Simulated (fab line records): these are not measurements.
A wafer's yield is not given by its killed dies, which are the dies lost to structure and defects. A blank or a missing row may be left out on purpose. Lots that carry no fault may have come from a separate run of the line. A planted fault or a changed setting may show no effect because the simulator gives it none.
Chamber matching + flow sky130 + cmp-01 running SKY_VIA3_CMP_24: 4 sister chambers
The step polishes, stops on SiO2, t overpolish 20 s, target thk 0 nm. 8 wafers are shown with their chamber, then 11 later ones without.

EACH WAFER AND ITS CHAMBER
| wafer  | chamber | motorCurrentA (A) | timeToEndpointS (s) |
|--------|---------|-------------------|---------------------|
| L075.1 | 1       | 10.8              | 82                  |
| L085.5 | 0       | 10.4              | 91                  |
| L089.5 | 0       | 10.8              | 99                  |
| L089.6 | 1       | 11.2              | 91                  |
| L090.1 | 3       | 11.3              | 96                  |
| L090.3 | 2       | 10.4              | 94                  |
| L090.6 | 3       | 11.1              | 93                  |
| L091.1 | 2       | 10.0              | 90                  |

WAFERS WITH NO CHAMBER GIVEN
| wafer  | motorCurrentA (A) | timeToEndpointS (s) |
|--------|-------------------|---------------------|
| L091.3 | 11.6              | 90                  |
| L091.4 | 11.3              | 91                  |
| L095.2 | 10.9              | 90                  |
| L095.3 | 11.7              | 94                  |
| L095.4 | 10.6              | 91                  |
| L096.2 | 11.2              | 90                  |
| L096.3 | 10.7              | 91                  |
| L096.4 | 10.8              | 90                  |
| L097.2 | 11.5              | 93                  |
| L097.4 | 11.1              | 90                  |
| L097.6 | 11.0              | 94                  |

CHAMBER TAKEN BY EACH
| wafer  | from the rows above               | in truth |
|--------|-----------------------------------|----------|
| L091.3 | can't be placed: 3 or 1           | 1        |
| L091.4 | can't be placed: 3 or 1           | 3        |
| L095.2 | can't be placed: 1 or 3 or 0 or 2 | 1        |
| L095.3 | can't be placed: 3 or 1           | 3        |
| L095.4 | can't be placed: 0 or 2 or 1 or 3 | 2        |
| L096.2 | can't be placed: 3 or 1 or 0      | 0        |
| L096.3 | can't be placed: 0 or 1 or 2 or 3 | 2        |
| L096.4 | can't be placed: 1 or 0 or 3 or 2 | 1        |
| L097.2 | can't be placed: 3 or 1           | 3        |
| L097.4 | can't be placed: 1 or 3 or 0      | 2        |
| L097.6 | can't be placed: 3 or 0 or 1      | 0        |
Correctly placed: 0 of 11. Not placeable from these rows: 11 (in 10, the candidates include the true chamber). Number placed wrongly: 0.
How it was worked out, from the rows above alone: a wafer's distance from a chamber is the root of the sum, over the readings, of the square of ((its reading less the chamber's mean) divided by the reading's scatter). If the next closest chamber is less than 2 further off than the closest, the wafer can't be placed; otherwise it belongs to the closest. A chamber's mean is the mean of its shown wafers. The scatter is the square root of a quotient: the sum, over the shown wafers, of each reading's squared deviation from its chamber's mean, divided by wafers minus chambers.
